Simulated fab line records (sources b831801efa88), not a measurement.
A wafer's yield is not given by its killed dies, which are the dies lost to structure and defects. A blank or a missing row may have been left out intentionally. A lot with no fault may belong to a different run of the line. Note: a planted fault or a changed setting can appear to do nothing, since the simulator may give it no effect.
fab line records | flow gf180mcu
[record] lots = 5 wafers = 14 last-day = 34
route steps=602 shown V3@453 M4@456
lots that met no fault: from a run of the same line without faults
start-h: hours from the record's first day to the start of the lot's first wafer shown | wait-h: time in hours since the lot's previous step | " identical to the entry in the row above | L1.1+2: a single row standing in for several wafers | - no value, or no start was given | * or withheld: withheld | < > ~ a bound
route shown NAME@n: names a module that has steps shown in the file, with the first one's number in the route | usual: the fault-free wafers' mean and standard deviation | same: alike in all rows | chamber/n: place in a boat | sites: each site's reading | _std_site: their standard deviation | _edge_site: inner sites' mean taken away from outer sites' mean | radius-mm: how far each site lies from the wafer's centre | mask NAME#n: copy n | behind: the most recent tool/chamber to have shaped the wafer | hold: what put the lot on hold/how long, in hours/how the hold closed | device: the transistor (n, p or np) that didn't switch | end of line: the same wafers' tests at the end of the route | a step with no rows: only its recipe | killed: dies that structure and defects cost at the first sort, which is not the same as the wafer's yield | map: a wafer's dies, x killed, . not, _ none there
set.NAME: the setting as run; set.NAME@STEP: as run at that earlier step | model.NAME: the simulator's own value behind a step, which no gauge read
lots at some steps of the route; a table a step, a row a wafer
services: the hour from which a tool's chamber was out of use, counted from the record's first day as start-h (under 0 if before that day), plus the number of hours and why
[[steps]]
[step GF_V3_RS_MEAS_24]
[recipe] thk-meas-gauge = four-point-probe reads = W_of_V3_CVD_23+TiN_of_V3_SPUTTER_22+Ti_of_V3_SPUTTER_21
[usual] V3_W_RS = 0.325/0.0063
// columns lot.wafer tool chamber start-h wait-h V3_W_RS[ohm/sq]
L214.1 film-metro-01 - 515.23 0.1 0.317
L214.3 " - " " 0.315
L214.6 " - " " 0.317
L227.2 film-metro-03 - 619.51 0.1 0.323
L227.3 " - " " 0.324
L230.3 film-metro-03 - 647.83 0.1 0.329
L230.4 " - " " 0.332
L230.6 " - " " 0.333
L236.1 film-metro-01 - 682.42 0.1 0.317
L236.2 " - " " 0.326
L236.4 " - " " 0.325
L237.1 film-metro-01 - 689.82 0.1 0.334
L237.3 " - " " 0.333
L237.6 " - " " 0.327
[step GF_V3_THK_MEAS_25]
[recipe] thk-meas-gauge = xrf reads = W_of_V3_CVD_23
[usual] V3_W_THK = 341/6.9
// columns lot.wafer tool chamber start-h wait-h V3_W_THK[nm]
L214.1 film-metro-01 - 515.35 0.1 343
L214.3 " - " " 348
L214.6 " - " " 345
L227.2 film-metro-03 - 619.62 0.1 344
L227.3 " - " " 344
L230.3 film-metro-03 - 647.93 0.1 335
L230.4 " - " " 333
L230.6 " - " " 330
L236.1 film-metro-01 - 682.54 0.1 352
L236.2 " - " " 343
L236.4 " - " " 343
L237.1 film-metro-01 - 689.94 0.1 334
L237.3 " - " " 333
L237.6 " - " " 340
[step GF_V3_CMP_26]
[recipe] stop-on = SiO2 down-force-psi = 3.5 platen-rpm = 60 t-overpolish-s = 15 target-thk-nm = 0 pad-velocity-m-s = 0.94248
[usual] motor-current-A = 11.1/1.2 overpolish-run-s = 15.000/0.0086 time-to-endpoint-s = 86/3.4
// columns lot.wafer tool chamber start-h wait-h motor-current-A overpolish-run-s time-to-endpoint-s
L214.1 cmp-01 3 515.41 0.1 12.2 14.989 88
L214.3 " 1 " " 13.2 15.009 90
L214.6 " 3 " " 11.8 15.008 83
L227.2 cmp-01 3 619.72 0.1 11.7 15.005 86
L227.3 " 0 " " 10.8 14.997 82
L230.4 cmp-01 3 647.97 0.0 12.2 14.992 81
L230.3 " 2 " " 9.8 14.991 85
L230.6 " 0 " " 9.9 14.999 80
L236.4 cmp-02 3 682.65 0.1 12.4 14.995 88
L236.2 " 0 " " 11.7 15.001 93
L236.1 " 1 " " 11.0 14.995 88
L237.3 cmp-01 1 690.05 0.1 12.9 15.010 83
L237.1 " 2 " " 9.6 14.981 83
L237.6 " 0 " " 10.1 14.985 85
[step GF_M4_SPUTTER_00]
[recipe] material = Ti target-thk-nm = 37.5 arriving-ion-energy-ev = 80 substrate-temp-c = 200 chamber-pressure-pa = 2 power-w = 4000 time-s = 150
[step GF_M4_SPUTTER_01]
[recipe] material = TiN target-thk-nm = 30 power-w = 6500 time-s = 25 chamber-pressure-pa = 0.4
[usual] chamber-pressure-pa = 0.4000/0.00082 throttle-valve-pct = 30.2/1
// columns lot.wafer tool chamber start-h wait-h chamber-pressure-pa throttle-valve-pct
L214.1 pvd-sputter-04 - 515.81 0.1 0.3995 30.3
L214.3 " - " " 0.3992 30.7
L214.6 " - " " 0.4001 30.1
L227.2 pvd-sputter-01 - 620.07 0.1 0.4021 27.6
L227.3 " - " " 0.3996 30.7
L230.3 pvd-sputter-01 - 648.37 0.1 0.3999 31.0
L230.4 " - " " 0.3997 30.3
L230.6 " - " " 0.4000 27.7
L236.1 pvd-sputter-04 - 683.00 0.1 0.4001 30.7
L236.2 " - " " 0.4002 32.3
L236.4 " - " " 0.3989 30.2
L237.1 pvd-sputter-01 - 690.40 0.1 0.4000 27.4
L237.3 " - " " 0.4000 30.8
L237.6 " - " " 0.4005 29.9
[step GF_M4_SPUTTER_02]
[recipe] material = AlCu target-thk-nm = 450 power-w = 10600 time-s = 23.9 chamber-pressure-pa = 0.4
[usual] chamber-pressure-pa = 0.4001/0.00073 throttle-valve-pct = 30.2/1
// columns lot.wafer tool chamber start-h wait-h chamber-pressure-pa throttle-valve-pct
L214.1 pvd-sputter-04 - 515.84 0.0 0.3982 30.8
L214.3 " - " " 0.4008 30.8
L214.6 " - " " 0.3997 29.9
L227.2 pvd-sputter-01 - 620.10 0.0 0.3999 27.6
L227.3 " - " " 0.4009 30.8
L230.3 pvd-sputter-01 - 648.40 0.0 0.4002 31.0
L230.4 " - " " 0.3991 30.2
L230.6 " - " " 0.3996 28.0
L236.1 pvd-sputter-04 - 683.03 0.0 0.3989 30.4
L236.2 " - " " 0.4010 31.9
L236.4 " - " " 0.4005 29.8
L237.1 pvd-sputter-01 - 690.43 0.0 0.3992 27.9
L237.3 " - " " 0.3998 30.5
L237.6 " - " " 0.4008 29.6
[step GF_M4_SPUTTER_03]
[recipe] material = Ti target-thk-nm = 10 substrate-temp-c = 300 chamber-pressure-pa = 0.3 power-w = 3000 time-s = 6.7
[usual] chamber-pressure-pa = 0.3001/0.00055 throttle-valve-pct = 30.2/1
// columns lot.wafer tool chamber start-h wait-h chamber-pressure-pa throttle-valve-pct
L214.1 pvd-sputter-04 - 515.87 0.0 0.3000 30.6
L214.3 " - " " 0.3008 30.4
L214.6 " - " " 0.2997 30.1
L227.2 pvd-sputter-01 - 620.13 0.0 0.2994 27.4
L227.3 " - " " 0.2999 30.9
L230.3 pvd-sputter-01 - 648.43 0.0 0.3004 30.7
L230.4 " - " " 0.2997 30.1
L230.6 " - " " 0.2996 27.8
L236.1 pvd-sputter-04 - 683.06 0.0 0.2996 30.4
L236.2 " - " " 0.3001 31.9
L236.4 " - " " 0.2996 29.9
L237.1 pvd-sputter-01 - 690.46 0.0 0.3001 27.5
L237.3 " - " " 0.3005 30.8
L237.6 " - " " 0.3006 29.9
[step GF_M4_SPUTTER_04]
[recipe] material = TiN target-thk-nm = 50 power-w = 6500 time-s = 41.7 chamber-pressure-pa = 0.4
[usual] chamber-pressure-pa = 0.4000/0.00076 throttle-valve-pct = 30.2/0.99
// columns lot.wafer tool chamber start-h wait-h chamber-pressure-pa throttle-valve-pct
L214.1 pvd-sputter-04 - 515.89 0.0 0.3995 30.5
L214.3 " - " " 0.3993 30.4
L214.6 " - " " 0.4005 30.1
L227.2 pvd-sputter-01 - 620.15 0.0 0.3998 27.8
L227.3 " - " " 0.3992 30.6
L230.3 pvd-sputter-01 - 648.45 0.0 0.3993 30.9
L230.4 " - " " 0.4006 30.1
L230.6 " - " " 0.4002 27.8
L236.1 pvd-sputter-04 - 683.08 0.0 0.3998 30.4
L236.2 " - " " 0.3997 31.9
L236.4 " - " " 0.3997 30.0
L237.1 pvd-sputter-01 - 690.48 0.0 0.3983 28.0
L237.3 " - " " 0.3982 30.8
L237.6 " - " " 0.3997 29.8
[step GF_M4_RS_MEAS_05]
[recipe] thk-meas-gauge = four-point-probe reads = TiN_of_M4_SPUTTER_04+Ti_of_M4_SPUTTER_03+AlCu_of_M4_SPUTTER_02+TiN_of_M4_SPUTTER_01+Ti_of_M4_SPUTTER_00
[usual] M4_ALCU_RS = 0.0699/0.00098
// columns lot.wafer tool chamber start-h wait-h M4_ALCU_RS[ohm/sq]
L214.1 film-metro-04 - 515.93 0.0 0.0686
L214.3 " - " " 0.0708
L214.6 " - " " 0.0689
L227.2 film-metro-04 - 620.22 0.1 0.0691
L227.3 " - " " 0.0699
L230.3 film-metro-04 - 648.53 0.1 0.0701
L230.4 " - " " 0.0697
L230.6 " - " " 0.0702
L236.1 film-metro-03 - 683.12 0.0 0.0689
L236.2 " - " " 0.0705
L236.4 " - " " 0.0691
L237.1 film-metro-01 - 690.52 0.0 0.0696
L237.3 " - " " 0.0698
L237.6 " - " " 0.0711
[step GF_M4_THK_MEAS_06]
[recipe] thk-meas-gauge = xrf reads = AlCu_of_M4_SPUTTER_02
[usual] M4_ALCU_THK = 451/6.6
// columns lot.wafer tool chamber start-h wait-h M4_ALCU_THK[nm]
L214.1 film-metro-04 - 516.05 0.1 460
L214.3 " - " " 446
L214.6 " - " " 459
L227.2 film-metro-04 - 620.33 0.1 454
L227.3 " - " " 448
L230.3 film-metro-04 - 648.63 0.1 445
L230.4 " - " " 452
L230.6 " - " " 448
L236.1 film-metro-03 - 683.24 0.1 455
L236.2 " - " " 445
L236.4 " - " " 455
L237.1 film-metro-01 - 690.64 0.1 453
L237.3 " - " " 452
L237.6 " - " " 443
[step GF_M4_DEHYDRATE_07]
[recipe] temp-c = 200 time-s = 60
[step GF_M4_HMDS_08]
[recipe] prime-time-s = 60 prime-temp-c = 120
[step GF_M4_COAT_09]
[recipe] resist = KrF spin-rpm = withheld resist-thk-nm = 1000
// columns lot.wafer tool chamber start-h wait-h model.KrF_of_M4_COAT_09.thk-nm
L214.1 litho-track-04 0 526.89 0.1 1002
L214.3 " 0 " " 998.8
L214.6 " 0 " " 996.2
L227.2 litho-track-04 0 630.06 0.1 1022
L227.3 " 0 " " 996.6
L230.3 litho-track-03 0 657.90 0.1 996.1
L230.4 " 0 " " 998.1
L230.6 " 0 " " 1002
L236.1 litho-track-03 0 691.90 0.1 999.5
L236.2 " 0 " " 998.8
L236.4 " 0 " " 997
L237.1 litho-track-04 0 700.03 0.1 997.9
L237.3 " 0 " " 998.9
L237.6 " 0 " " 999.5
[step GF_M4_SOFTBAKE_10]
[recipe] temp-c = 130 time-s = 60 resist = KrF
[step GF_M4_EXPOSE_11]
[recipe] mask-id = Metal4 target-cd-nm = 280 na = 0.68 source-shape = conventional sigma-outer = 0.6 dose-mj = 28
[step GF_M4_PEB_12]
[recipe] peb-temp-c = 135 peb-time-s = 90 resist = KrF
[step GF_M4_DEVELOP_13]
[recipe] develop-time-s = 60 dev-temp-c = 21
[step GF_M4_CD_MEAS_14]
[recipe] target-cd-nm = 280
[usual] cd-nm = 280.5/1.5
// columns lot.wafer tool chamber start-h wait-h cd-nm
L214.1 cd-sem-01 - 538.54 0.1 280.6
L214.3 " - " " 280.1
L214.6 " - " " 280.5
L227.2 cd-sem-01 - 640.07 0.1 280.1
L227.3 " - " " 279.1
L230.3 cd-sem-02 - 666.83 0.1 281.0
L230.4 " - " " 280.5
L230.6 " - " " 281.3
L236.1 cd-sem-02 - 701.30 0.1 280.5
L236.2 " - " " 281.0
L236.4 " - " " 282.3
L237.1 cd-sem-02 - 709.23 0.1 282.1
L237.3 " - " " 280.4
L237.6 " - " " 281.3
[step GF_M4_OVL_MEAS_15]
[usual] M4_OVL = -4/6
// columns lot.wafer tool chamber start-h wait-h M4_OVL[nm]
L214.1 overlay-02 - 538.66 0.1 -2
L214.3 " - " " 5
L214.6 " - " " 6
L227.2 overlay-01 - 640.17 0.1 0
L227.3 " - " " -11
L230.3 overlay-01 - 666.92 0.1 -9
L230.4 " - " " -9
L230.6 " - " " -9
L236.1 overlay-01 - 701.42 0.1 -4
L236.2 " - " " 1
L236.4 " - " " -1
L237.1 overlay-01 - 709.35 0.1 -5
L237.3 " - " " -1
L237.6 " - " " -1
[step GF_M4_METAL_ETCH_16]
[recipe] chemistry = Cl2/BCl3 mask-material = KrF target-depth-nm = 750.8 stop-on = SiO2 pressure-mtorr = 8 icp-w = 800 bias-w = 140 Cl2_flow_sccm = 80 bcl3-flow-sccm = 40 time-s = 125.1
[usual] bias-w = 140.0/0.43 drypump-motor-current-A = 5.68/0.17 oes-product-au = 0.986/0.0072 throttle-valve-pct = 28.234/0.011
// columns lot.wafer tool chamber start-h wait-h bias-w drypump-motor-current-A oes-product-au rf-hours-counter-h throttle-valve-pct model.KrF_of_M4_COAT_09.thk-nm
L214.1 rie-metal-02 1 538.69 0.0 139.6 5.79 0.993 10 28.244 689.5
L214.3 " 1 " " 140.5 5.81 0.983 - 28.239 690.2
L214.6 " 0 " " 139.5 5.46 0.974 - 28.226 690.7
L227.2 rie-metal-02 0 640.20 0.0 140.1 5.44 0.974 5 28.253 721.4
L227.3 " 0 " " 140.0 5.46 0.968 - 28.255 696.5
L230.3 rie-metal-02 0 667.03 0.1 139.8 5.51 0.976 - 28.245 691.2
L230.4 " 0 " " 140.1 5.49 0.977 - 28.245 692.3
L230.6 " 0 " " 140.0 5.44 0.985 - 28.231 694.1
L236.1 rie-metal-02 1 701.46 0.0 139.9 5.81 0.976 1 28.229 694.9
L236.2 " 0 " " 139.8 5.48 0.982 9 28.255 693.1
L236.4 " 1 " " 139.5 5.82 0.975 - 28.233 689.5
L237.1 rie-metal-02 1 709.39 0.0 140.3 5.82 0.979 1 28.242 690
L237.3 " 0 " " 140.1 5.45 0.976 - 28.250 694.9
L237.6 " 1 " " 139.5 5.83 0.977 - 28.241 693.4
[step GF_M4_STRIP_17]
[recipe] chemistry = O2/N2 power-w = 1400 pressure-mtorr = 1500 platen-temp-c = 250 o2-flow-sccm = 3000 n2-flow-sccm = 300 overash-fraction = 0.5
[usual] drypump-motor-current-A = 5.78/0.16 heater-power-w = 324/21 n2-flow-sccm = 300.1/0.8 o2-flow-sccm = 2999/8.6 oes-product-au = 0.539/0.0049 strip-time-to-endpoint-s = 7.43/0.056
// columns lot.wafer tool chamber start-h wait-h drypump-motor-current-A heater-power-w n2-flow-sccm o2-flow-sccm oes-product-au rf-hours-counter-h strip-time-to-endpoint-s
L214.1 plasma-asher-02 1 538.82 0.1 5.57 333 299.5 3006 0.531 73 7.42
L214.3 " 0 " " 5.63 338 300.7 3001 0.537 - 7.45
L214.6 " 1 " " 5.61 346 298.9 3006 0.540 - 7.45
L227.2 plasma-asher-01 1 640.33 0.1 5.85 338 300.4 3003 0.546 103 7.75
L227.3 " 1 " " 5.85 342 299.4 2993 0.553 - 7.50
L230.3 plasma-asher-02 1 667.23 0.2 5.65 342 301.2 2990 0.538 - 7.45
L230.4 " 0 " " 5.66 343 298.9 2996 0.547 - 7.45
L230.6 " 1 " " 5.59 338 301.3 2994 0.535 - 7.47
L236.1 plasma-asher-02 1 701.59 0.1 5.61 336 300.5 2998 0.539 90 7.48
L236.2 " 0 " " 5.62 334 300.6 3001 0.539 90 7.47
L236.4 " 1 " " 5.60 336 299.8 3000 0.543 - 7.42
L237.1 plasma-asher-01 0 709.52 0.1 6.03 276 301.1 2998 0.537 110 7.44
L237.3 " 1 " " 5.83 328 299.5 3002 0.536 - 7.47
L237.6 " 0 " " 5.91 276 299.6 2997 0.542 - 7.45
[step GF_M4_STRIP_18]
[recipe] chemistry = post-etch-residue-remover time-s = 1200 temp-c = 72.5
[[services]]
// columns tool chamber start-h hours kind
plasma-asher-02 - 503.95 2.0 repair
pvd-sputter-01 - 529.28 2.3 repair
rie-metal-02 0 543.10 3.1 repair
cmp-01 - 564.45 3.0 repair
rie-metal-02 - 569.35 0.3 repair
cmp-02 - 572.27 4.0 pm
cmp-02 - 579.52 2.0 repair
rie-metal-02 1 585.29 8.6 repair
pvd-sputter-01 2 586.47 - consumable-replace:kit
pvd-sputter-01 2 586.47 18.0 scheduled-down
pvd-sputter-01 2 586.47 18.0 vent-cycle
pvd-sputter-04 1 596.17 - consumable-replace:kit
pvd-sputter-04 1 596.17 18.0 scheduled-down
pvd-sputter-04 1 596.17 18.0 vent-cycle
cmp-01 - 609.43 4.2 pm
cmp-02 - 632.90 7.9 pm
cmp-01 - 640.96 4.9 pm
pvd-sputter-04 - 677.16 4.4 repair
cmp-02 - 678.06 3.2 repair
pvd-sputter-04 - 689.18 13.8 repair
cmp-01 - 693.91 2.3 repair
pvd-sputter-01 - 695.21 1.7 repair
pvd-sputter-04 0 704.06 - consumable-replace:kit
pvd-sputter-04 0 704.06 18.0 scheduled-down
[[key]]
[first-sign] step = GF_M4_STRIP_17 reading = strip-time-to-endpoint-s direction = up sigmas = 5.7 usual = * struck = *
effect none on later readings
[model-effect] step = GF_M4_COAT_09 value = KrF_of_M4_COAT_09.thk-nm without = 998.1 struck = 1022
[model-effect] step = GF_M4_METAL_ETCH_16 value = KrF_of_M4_COAT_09.thk-nm without = 697.7 struck = 721.4
met-at GF_M4_COAT_09
struck-wafers L227.2
onset-between 526.89 630.06
[fault] kind = process-parameter-drift tool = litho-track-04 chamber = - onset-h = 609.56 steps = GF_M4_COAT_09 channel = resist-thk-nm offset = * shape = step end-h = 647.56 scope = struck-wafers-only acts-in = * stated = *
